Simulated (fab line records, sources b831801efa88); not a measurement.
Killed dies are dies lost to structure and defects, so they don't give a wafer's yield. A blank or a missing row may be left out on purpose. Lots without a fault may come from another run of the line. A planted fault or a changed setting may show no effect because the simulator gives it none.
fab line records | flow gf180mcu | part 1 of 2: steps 1 to 24 of 33
record lots=5 wafers=15 last_day=34
route steps=602 shown HV_LDD@227 NSD@235 PSD@248
lots that met no fault: from a run of the same line without faults
start_h: hours from the record's first day to the start of the lot's first wafer shown | wait_h: hours since the lot's step before | " the same as in the row above | L1.1+2: a row that stands for several wafers | - no value, or no start given | * or withheld: withheld | < > ~ a bound
route shown NAME@n: a module of which the file shows steps, and the number in the route of the first | usual: mean/standard deviation of fault-free wafers | same: alike in all rows | chamber/n: place in a boat | sites: the reading at each site | _std_site: their standard deviation | _edge_site: outer sites' mean less inner sites' | radius_mm: how far each site lies from the wafer's centre | mask NAME#n: copy n | behind: the tool/chamber that last shaped the wafer | hold: why the lot was held/for how many hours/how that ended | device: the transistor (n, p or np) that didn't switch | end of line: the same wafers' tests at the end of the route | a step without rows: its recipe alone | killed: dies lost to structure and defects at the first sort, not the wafer's yield | map: a wafer's dies, x killed, . not, _ none there
set.NAME: the setting as run; set.NAME@STEP: as run at that earlier step | model.NAME: the simulator's own value behind a step, which no gauge read
lots at some steps of the route; a table a step, a row a wafer
services: from which hour (start_h, from the record's first day; less than 0 if before it) a tool's chamber was out of use, for how many hours, and why
## steps
# step GF_HV_LDD_CLEAN_51
# recipe chemistry=SC1/SC2 mix=1:4:20 temp_c=70 time_s=150 dry=n2_spin
# usual temp_c=69.96/0.12
# columns lot.wafer tool chamber start_h wait_h temp_c
L085.3 wet_bench-02 1 368.17 0.0 70.07
L085.5 " 1 " " 70.03
L085.6 " 1 " " 70.22
L087.1 wet_bench-02 0 384.53 0.1 69.98
L087.5 " 0 " " 69.95
L087.6 " 0 " " 69.99
L089.2 wet_bench-04 1 411.28 0.0 69.84
L089.3 " 1 " " 69.91
L089.5 " 1 " " 69.87
L093.1 wet_bench-02 1 440.38 0.1 69.88
L093.3 " 1 " " 69.91
L093.6 " 1 " " 70.10
L095.1 wet_bench-02 2 460.09 0.1 70.18
L095.3 " 2 " " 70.29
L095.5 " 2 " " 70.03
# step GF_HV_LDD_RTA_52
# recipe temp_c=1000 time_s=10 ambient=N2
# usual lamp_power_pct=30.3/1.4 wafer_temp_C_max=1005.2/1.1
# columns lot.wafer tool chamber start_h wait_h lamp_power_pct wafer_temp_C_max
L085.3 rtp_anneal-02 0 368.24 0.0 29.0 1005.6
L085.5 " 0 " " 29.1 1004.1
L085.6 " 0 " " 29.0 1006.2
L087.1 rtp_anneal-02 0 384.59 0.0 29.1 1005.5
L087.5 " 0 " " 29.1 1005.3
L087.6 " 0 " " 29.1 1004.9
L089.2 rtp_anneal-01 0 411.34 0.0 32.0 1006.3
L089.3 " 0 " " 32.0 1005.2
L089.5 " 0 " " 31.9 1005.6
L093.1 rtp_anneal-01 0 440.43 0.0 32.0 1004.8
L093.3 " 0 " " 31.9 1003.4
L093.6 " 0 " " 31.9 1004.2
L095.1 rtp_anneal-01 0 460.14 0.0 31.9 1004.7
L095.3 " 0 " " 31.9 1004.5
L095.5 " 0 " " 31.9 1006.5
# step GF_HV_LDD_RS_MEAS_53
# recipe thk_meas_gauge=four-point-probe
# usual HV_LDD_RS=419.0/0.96
# columns lot.wafer tool chamber start_h wait_h HV_LDD_RS[ohm/sq]
L085.3 film_metro-02 - 368.33 0.1 419.1
L085.5 " - " " 418.5
L085.6 " - " " 419.0
L087.1 film_metro-02 - 384.65 0.1 418.9
L087.5 " - " " 419.8
L087.6 " - " " 418.9
L089.2 film_metro-02 - 411.42 0.1 419.1
L089.3 " - " " 420.2
L089.5 " - " " 419.7
L093.1 film_metro-04 - 440.50 0.1 420.9
L093.3 " - " " 420.5
L093.6 " - " " 420.0
L095.1 film_metro-02 - 460.21 0.1 420.7
L095.3 " - " " 419.8
L095.5 " - " " 418.9
# step GF_HV_LDD_CVD_54
# recipe material=SiO2 target_thk_nm=10 precursor=TEOS temp_c=680 time_s=75 pressure_mtorr=400
# usual pressure_mtorr=400.0/0.81 zone_power_top_pct=22.0/1.2
# columns lot.wafer tool chamber start_h wait_h pressure_mtorr zone_power_top_pct
L085.3 lpcvd-02 0 368.41 0.1 401.0 19.9
L085.5 " 0 " " 401.0 19.9
L085.6 " 0 " " 400.5 19.6
L087.1 lpcvd-02 0 384.77 0.1 400.9 20.1
L087.5 " 0 " " 400.2 20.0
L087.6 " 0 " " 401.1 19.9
L089.2 lpcvd-01 1 411.52 0.1 399.2 22.2
L089.3 " 1 " " 399.8 22.1
L089.5 " 1 " " 400.0 22.3
L093.1 lpcvd-02 1 440.62 0.1 400.8 22.9
L093.3 " 1 " " 400.9 23.1
L093.6 " 1 " " 399.6 22.8
L095.1 lpcvd-02 1 460.33 0.1 399.8 22.9
L095.3 " 1 " " 400.0 22.7
L095.5 " 1 " " 399.5 22.6
# step GF_HV_LDD_THK_MEAS_55
# recipe reads=SiO2_of_HV_LDD_CVD_54
# usual HV_LDD_CVD_54_THK=9.96/0.15
# columns lot.wafer tool chamber start_h wait_h HV_LDD_CVD_54_THK[nm]
L085.3 film_metro-04 - 370.73 0.0 9.74
L085.5 " - " " 9.78
L085.6 " - " " 9.78
L087.1 film_metro-01 - 385.79 0.0 9.98
L087.5 " - " " 10.00
L087.6 " - " " 9.80
L089.2 film_metro-01 - 412.55 0.0 9.92
L089.3 " - " " 9.86
L089.5 " - " " 9.75
L093.1 film_metro-01 - 441.64 0.0 9.95
L093.3 " - " " 10.08
L093.6 " - " " 10.18
L095.1 film_metro-02 - 461.86 0.0 9.93
L095.3 " - " " 9.94
L095.5 " - " " 9.84
# step GF_HV_LDD_CVD_56
# recipe material=Si3N4 precursor=DCS/NH3 target_thk_nm=90 temp_c=770 time_s=1543 pressure_mtorr=250
# usual pressure_mtorr=250.0/0.42 zone_power_top_pct=26.4/1.4
# columns lot.wafer tool chamber start_h wait_h pressure_mtorr zone_power_top_pct
L085.3 lpcvd-01 1 370.77 0.0 249.9 26.4
L085.5 " 1 " " 250.5 26.8
L085.6 " 1 " " 250.1 26.5
L087.1 lpcvd-01 1 385.85 0.1 250.6 26.6
L087.5 " 1 " " 249.9 26.3
L087.6 " 1 " " 250.1 26.9
L089.2 lpcvd-01 1 412.60 0.0 250.6 26.1
L089.3 " 1 " " 250.5 26.5
L089.5 " 1 " " 250.5 26.7
L093.1 lpcvd-02 1 441.70 0.1 250.4 27.9
L093.3 " 1 " " 249.3 27.8
L093.6 " 1 " " 249.4 27.4
L095.1 lpcvd-02 1 461.92 0.1 249.5 27.6
L095.3 " 1 " " 249.9 28.1
L095.5 " 1 " " 249.4 27.5
# step GF_HV_LDD_THK_MEAS_57
# recipe reads=Si3N4_of_HV_LDD_CVD_56
# usual HV_LDD_CVD_56_THK=89.8/0.98
# columns lot.wafer tool chamber start_h wait_h HV_LDD_CVD_56_THK[nm]
L085.3 film_metro-01 - 372.21 0.0 88.9
L085.5 " - " " 88.7
L085.6 " - " " 88.3
L087.1 film_metro-02 - 387.28 0.0 89.5
L087.5 " - " " 88.7
L087.6 " - " " 89.9
L089.2 film_metro-02 - 414.04 0.0 88.6
L089.3 " - " " 89.1
L089.5 " - " " 89.1
L093.1 film_metro-01 - 443.13 0.0 90.7
L093.3 " - " " 92.2
L093.6 " - " " 91.4
L095.1 film_metro-01 - 464.06 0.0 91.3
L095.3 " - " " 90.4
L095.5 " - " " 91.1
# step GF_HV_LDD_ETCHBACK_58
# recipe chemistry=CH3F/O2 target=Si3N4 stop_on=SiO2 source_w=400 bias_w=80 pressure_mtorr=25 ch3f_flow_sccm=40 O2_flow_sccm=30 time_s=100 target_depth_a=900
# usual drypump_motor_current_A=5.8/0.49 oes_product_au=0.842/0.0069 throttle_valve_pct=10.560/0.0099
# columns lot.wafer tool chamber start_h wait_h drypump_motor_current_A oes_product_au rf_hours_counter_h throttle_valve_pct
L085.3 rie_diel-03 2 372.25 0.0 6.4 0.840 43 10.560
L085.5 " 1 " " 5.7 0.832 - 10.566
L085.6 " 0 " " 6.7 0.837 - 10.564
L087.1 rie_diel-01 2 387.34 0.1 5.5 0.836 85 10.574
L087.5 " 3 " " 5.1 0.838 - 10.557
L087.6 " 0 " " 5.4 0.846 - 10.560
L089.2 rie_diel-01 2 414.09 0.0 5.5 0.830 85 10.548
L089.3 " 1 " " 5.3 0.837 3 10.552
L089.5 " 2 " " 5.5 0.839 - 10.577
L093.1 rie_diel-03 0 443.19 0.1 6.6 0.846 62 10.561
L093.3 " 3 " " 6.6 0.851 13 10.570
L093.6 " 0 " " 6.6 0.850 - 10.548
L095.1 rie_diel-03 1 464.12 0.1 5.6 0.853 17 10.559
L095.3 " 3 " " 6.6 0.848 14 10.573
L095.5 " 1 " " 5.6 0.859 - 10.561
# step GF_NSD_DEHYDRATE_00
# recipe temp_c=200 time_s=60
# usual chill_plate_temp_C=22.99/0.11
# columns lot.wafer tool chamber start_h wait_h chill_plate_temp_C
L085.3 litho_track-04 0 383.15 10.9 23.05
L085.5 " 0 " " 22.95
L085.6 " 0 " " 22.88
L087.1 litho_track-04 0 398.60 11.2 22.89
L087.5 " 0 " " 22.95
L087.6 " 0 " " 22.82
L089.2 litho_track-01 0 426.22 12.1 22.94
L089.3 " 0 " " 23.01
L089.5 " 0 " " 22.97
L093.1 litho_track-04 0 455.20 12.0 23.10
L093.3 " 0 " " 23.01
L093.6 " 0 " " 23.08
L095.1 litho_track-04 0 476.30 12.1 22.94
L095.3 " 0 " " 23.06
L095.5 " 0 " " 23.04
# step GF_NSD_HMDS_01
# recipe prime_time_s=60 prime_temp_c=120
# usual chill_plate_temp_C=22.95/0.1 prime_temp_c=120.01/0.14
# columns lot.wafer tool chamber start_h wait_h chill_plate_temp_C prime_temp_c
L085.3 litho_track-04 0 383.30 0.1 22.83 119.89
L085.5 " 0 " " 23.01 119.93
L085.6 " 0 " " 22.85 119.99
L087.1 litho_track-04 0 398.75 0.1 23.09 119.94
L087.5 " 0 " " 22.93 120.00
L087.6 " 0 " " 22.85 120.01
L089.2 litho_track-01 0 426.37 0.1 22.96 119.93
L089.3 " 0 " " 22.90 119.89
L089.5 " 0 " " 22.85 120.02
L093.1 litho_track-04 0 455.35 0.1 22.83 120.00
L093.3 " 0 " " 22.91 120.17
L093.6 " 0 " " 22.83 119.98
L095.1 litho_track-04 0 476.45 0.1 22.88 119.92
L095.3 " 0 " " 22.82 120.01
L095.5 " 0 " " 22.86 119.97
# step GF_NSD_COAT_02
# recipe resist=NOVOLAK spin_rpm=3000 resist_thk_nm=1000
# usual chill_plate_temp_C=22.96/0.1
# columns lot.wafer tool chamber start_h wait_h chill_plate_temp_C
L085.3 litho_track-04 0 383.45 0.1 23.08
L085.5 " 0 " " 23.08
L085.6 " 0 " " 23.11
L087.1 litho_track-04 0 398.90 0.1 22.87
L087.5 " 0 " " 22.87
L087.6 " 0 " " 22.85
L089.2 litho_track-01 0 426.52 0.1 23.01
L089.3 " 0 " " 23.11
L089.5 " 0 " " 23.00
L093.1 litho_track-04 0 455.50 0.1 23.05
L093.3 " 0 " " 22.90
L093.6 " 0 " " 23.10
L095.1 litho_track-04 0 476.60 0.1 22.93
L095.3 " 0 " " 22.63
L095.5 " 0 " " 22.97
# step GF_NSD_SOFTBAKE_03
# recipe temp_c=90 time_s=60 resist=NOVOLAK
# usual chill_plate_temp_C=23.03/0.1
# columns lot.wafer tool chamber start_h wait_h chill_plate_temp_C
L085.3 litho_track-04 0 383.60 0.1 22.97
L085.5 " 0 " " 23.01
L085.6 " 0 " " 23.11
L087.1 litho_track-04 0 399.05 0.1 23.00
L087.5 " 0 " " 23.01
L087.6 " 0 " " 22.85
L089.2 litho_track-01 0 426.67 0.1 22.94
L089.3 " 0 " " 23.08
L089.5 " 0 " " 23.07
L093.1 litho_track-04 0 455.65 0.1 23.15
L093.3 " 0 " " 23.08
L093.6 " 0 " " 22.89
L095.1 litho_track-04 0 476.75 0.1 22.85
L095.3 " 0 " " 22.85
L095.5 " 0 " " 22.90
# step GF_NSD_EXPOSE_04
# recipe mask_id=Nplus target_cd_nm=400 na=0.6 source_shape=conventional sigma_outer=0.6 dose_mj=140
# columns lot.wafer tool chamber start_h wait_h mask
L085.3+5+6 iline_stepper-02 0 - - Nplus#0
L087.1+5+6 iline_stepper-01 0 - - Nplus#0
L089.2+3+5 iline_stepper-02 0 - - Nplus#0
L093.1+3+6 iline_stepper-01 0 - - Nplus#0
L095.1+3+5 iline_stepper-01 0 - - Nplus#0
# step GF_NSD_PEB_05
# recipe temp_c=withheld time_s=* resist=NOVOLAK
# usual chill_plate_temp_C=*
# columns lot.wafer tool chamber start_h wait_h chill_plate_temp_C
L085.3 litho_track-03 0 - - *
L085.5 " 0 " " *
L085.6 " 0 " " *
L087.1 litho_track-01 0 - - *
L087.5 " 0 " " *
L087.6 " 0 " " *
L089.2 litho_track-03 0 - - *
L089.3 " 0 " " *
L089.5 " 0 " " *
L093.1 litho_track-01 0 - - *
L093.3 " 0 " " *
L093.6 " 0 " " *
L095.1 litho_track-03 0 - - *
L095.3 " 0 " " *
L095.5 " 0 " " *
# step GF_NSD_DEVELOP_06
# recipe develop_time_s=60 dev_temp_c=23
# usual chill_plate_temp_C=22.98/0.12
# columns lot.wafer tool chamber start_h wait_h chill_plate_temp_C
L085.3 litho_track-03 0 395.18 0.1 23.00
L085.5 " 0 " " 23.03
L085.6 " 0 " " 22.98
L087.1 litho_track-01 0 410.79 0.1 23.22
L087.5 " 0 " " 23.10
L087.6 " 0 " " 23.11
L089.2 litho_track-03 0 438.71 0.1 23.10
L089.3 " 0 " " 22.86
L089.5 " 0 " " 23.01
L093.1 litho_track-01 0 467.84 0.1 22.93
L093.3 " 0 " " 22.96
L093.6 " 0 " " 22.99
L095.1 litho_track-03 0 488.48 0.1 22.77
L095.3 " 0 " " 22.79
L095.5 " 0 " " 22.65
# step GF_NSD_CD_MEAS_07
# recipe target_cd_nm=400
# usual cd_nm=399.9/2.3
# columns lot.wafer tool chamber start_h wait_h cd_nm
L085.3 cd_sem-01 - 395.32 0.1 400.7
L085.5 " - " " 400.5
L085.6 " - " " 398.2
L087.1 cd_sem-01 - 410.94 0.1 402.0
L087.5 " - " " 400.4
L087.6 " - " " 403.1
L089.2 cd_sem-01 - 438.85 0.1 403.2
L089.3 " - " " 403.7
L089.5 " - " " 403.2
L093.1 cd_sem-01 - 467.99 0.1 401.6
L093.3 " - " " 401.4
L093.6 " - " " 399.7
L095.1 cd_sem-01 - 488.63 0.1 399.8
L095.3 " - " " 398.6
L095.5 " - " " 397.5
# step GF_NSD_OVL_MEAS_08
# usual NSD_OVL=-0.1/1.2
# columns lot.wafer tool chamber start_h wait_h NSD_OVL[nm]
L085.3 overlay-01 - 395.41 0.1 1.1
L085.5 " - " " 1.2
L085.6 " - " " 1.6
L087.1 overlay-02 - 411.06 0.1 -0.1
L087.5 " - " " -0.1
L087.6 " - " " -0.8
L089.2 overlay-01 - 438.96 0.1 0.8
L089.3 " - " " -0.5
L089.5 " - " " -1.8
L093.1 overlay-01 - 468.11 0.1 -1.0
L093.3 " - " " 0.3
L093.6 " - " " -0.3
L095.1 overlay-01 - 488.75 0.1 -3.0
L095.3 " - " " 0.2
L095.5 " - " " -1.2
# step GF_NSD_IMPLANT_09
# recipe species=As energy_kev=60 dose_cm2=4e+15 tilt_deg=7
# usual beam_on_s=18.6/1.3 end_station_pressure_torr=1.3e-05/9.7e-07
# columns lot.wafer tool chamber start_h wait_h beam_on_s end_station_pressure_torr
L085.3 implanter-04 0 395.49 0.1 19.2 1.15e-05
L085.5 " 0 " " 19.2 1.27e-05
L085.6 " 0 " " 19.3 1.21e-05
L087.1 implanter-04 0 411.10 0.0 19.2 1.27e-05
L087.5 " 0 " " 19.9 1.3e-05
L087.6 " 0 " " 19.7 1.3e-05
L089.2 implanter-02 0 439.01 0.0 19.5 1.34e-05
L089.3 " 0 " " 19.2 1.29e-05
L089.5 " 0 " " 19.1 1.27e-05
L093.1 implanter-03 0 468.15 0.0 16.5 1.35e-05
L093.3 " 0 " " 16.3 1.43e-05
L093.6 " 0 " " 16.7 1.57e-05
L095.1 implanter-02 0 488.79 0.0 19.4 1.15e-05
L095.3 " 0 " " 18.2 1.28e-05
L095.5 " 0 " " 18.9 1.28e-05
# step GF_NSD_IMPLANT_10
# recipe species=P energy_kev=40 dose_cm2=5e+14 tilt_deg=7
# usual beam_on_s=9.97/0.21 end_station_pressure_torr=7.3e-06/3.9e-07
# columns lot.wafer tool chamber start_h wait_h beam_on_s end_station_pressure_torr
L085.3 implanter-04 0 395.64 0.1 10.07 6.5e-06
L085.5 " 0 " " 10.04 7.6e-06
L085.6 " 0 " " 9.79 6.8e-06
L087.1 implanter-04 0 411.25 0.1 10.13 7.6e-06
L087.5 " 0 " " 10.10 6.6e-06
L087.6 " 0 " " 9.89 7.1e-06
L089.2 implanter-02 0 439.16 0.1 10.06 7.6e-06
L089.3 " 0 " " 9.91 7.7e-06
L089.5 " 0 " " 9.96 7.4e-06
L093.1 implanter-03 0 468.30 0.1 9.92 7.2e-06
L093.3 " 0 " " 10.19 6.9e-06
L093.6 " 0 " " 10.10 7.2e-06
L095.1 implanter-02 0 488.94 0.1 9.99 7.7e-06
L095.3 " 0 " " 9.94 7.6e-06
L095.5 " 0 " " 10.12 7.4e-06
# step GF_NSD_STRIP_11
# recipe chemistry=O2/N2 power_w=1400 pressure_mtorr=1500 platen_temp_c=250 o2_flow_sccm=3000 n2_flow_sccm=300 overash_fraction=0.5
# usual drypump_motor_current_A=5.8/0.37 heater_power_w=322/36 n2_flow_sccm=300.0/0.93 oes_product_au=0.487/0.0043 strip_time_to_endpoint_s=22.95/0.035
# columns lot.wafer tool chamber start_h wait_h drypump_motor_current_A heater_power_w n2_flow_sccm oes_product_au rf_hours_counter_h strip_time_to_endpoint_s
L085.3 plasma_asher-03 1 395.77 0.1 5.7 299 300.3 0.480 - 22.93
L085.5 " 1 " " 5.6 294 300.0 0.484 - 22.98
L085.6 " 0 " " 5.6 286 299.5 0.481 - 22.94
L087.1 plasma_asher-03 0 411.40 0.1 5.6 276 298.8 0.492 80 23.00
L087.5 " 0 " " 5.6 283 297.5 0.489 - 22.94
L087.6 " 1 " " 5.7 300 299.3 0.486 - 22.95
L089.2 plasma_asher-04 1 439.29 0.1 5.8 375 299.7 0.483 64 22.88
L089.3 " 0 " " 6.0 353 300.9 0.494 - 22.87
L089.5 " 0 " " 6.0 350 300.2 0.486 - 22.90
L093.1 plasma_asher-03 1 468.45 0.1 5.7 284 300.1 0.477 87 22.90
L093.3 " 0 " " 5.6 279 300.8 0.486 - 22.92
L093.6 " 0 " " 5.6 275 301.3 0.479 - 22.94
L095.1 plasma_asher-01 0 489.09 0.1 5.2 331 299.3 0.486 6 22.95
L095.3 " 1 " " 6.5 296 301.5 0.490 - 22.99
L095.5 " 1 " " 6.5 305 301.6 0.494 - 22.96
# step GF_NSD_TW_MEAS_12
# usual NSD_TW=4238/31
# columns lot.wafer tool chamber start_h wait_h NSD_TW
L085.3 film_metro-04 - 395.86 0.1 4256
L085.5 " - " " 4273
L085.6 " - " " 4246
L087.1 film_metro-04 - 411.50 0.1 4281
L087.5 " - " " 4293
L087.6 " - " " 4264
L089.2 film_metro-01 - 439.40 0.1 4267
L089.3 " - " " 4237
L089.5 " - " " 4253
L093.1 film_metro-01 - 468.55 0.1 4262
L093.3 " - " " 4242
L093.6 " - " " 4256
L095.1 film_metro-01 - 489.19 0.1 4226
L095.3 " - " " 4235
L095.5 " - " " 4205
# step GF_PSD_DEHYDRATE_00
# recipe temp_c=200 time_s=60
# usual chill_plate_temp_C=23.00/0.093
# columns lot.wafer tool chamber start_h wait_h chill_plate_temp_C
L085.3 litho_track-02 0 407.01 11.1 22.93
L085.5 " 0 " " 23.02
L085.6 " 0 " " 23.07
L087.1 litho_track-04 0 423.40 11.9 22.94
L087.5 " 0 " " 22.93
L087.6 " 0 " " 22.99
L089.2 litho_track-01 0 451.52 12.1 22.88
L089.3 " 0 " " 23.00
L089.5 " 0 " " 22.97
L093.1 litho_track-02 0 480.76 12.2 22.97
L093.3 " 0 " " 22.91
L093.6 " 0 " " 23.13
L095.1 litho_track-02 0 500.41 11.2 22.88
L095.3 " 0 " " 23.06
L095.5 " 0 " " 22.91
# step GF_PSD_HMDS_01
# recipe prime_time_s=60 prime_temp_c=120
# usual chill_plate_temp_C=22.98/0.12 prime_temp_c=119.99/0.13
# columns lot.wafer tool chamber start_h wait_h chill_plate_temp_C prime_temp_c
L085.3 litho_track-02 0 407.16 0.1 22.93 120.25
L085.5 " 0 " " 22.90 120.00
L085.6 " 0 " " 22.92 119.92
L087.1 litho_track-04 0 423.55 0.1 22.82 119.92
L087.5 " 0 " " 22.74 119.66
L087.6 " 0 " " 22.84 119.95
L089.2 litho_track-01 0 451.67 0.1 23.14 120.06
L089.3 " 0 " " 22.94 120.05
L089.5 " 0 " " 22.98 119.88
L093.1 litho_track-02 0 480.91 0.1 22.98 119.92
L093.3 " 0 " " 22.99 120.09
L093.6 " 0 " " 22.93 119.97
L095.1 litho_track-02 0 500.56 0.1 23.00 119.87
L095.3 " 0 " " 23.03 119.85
L095.5 " 0 " " 23.03 120.00
# step GF_PSD_COAT_02
# recipe resist=NOVOLAK spin_rpm=3000 resist_thk_nm=1000
# usual chill_plate_temp_C=23.02/0.1
# columns lot.wafer tool chamber start_h wait_h chill_plate_temp_C
L085.3 litho_track-02 0 407.31 0.1 23.05
L085.5 " 0 " " 22.99
L085.6 " 0 " " 22.97
L087.1 litho_track-04 0 423.70 0.1 23.06
L087.5 " 0 " " 22.97
L087.6 " 0 " " 23.15
L089.2 litho_track-01 0 451.82 0.1 23.02
L089.3 " 0 " " 23.02
L089.5 " 0 " " 23.10
L093.1 litho_track-02 0 481.06 0.1 23.12
L093.3 " 0 " " 22.99
L093.6 " 0 " " 23.02
L095.1 litho_track-02 0 500.71 0.1 23.13
L095.3 " 0 " " 23.15
L095.5 " 0 " " 23.18
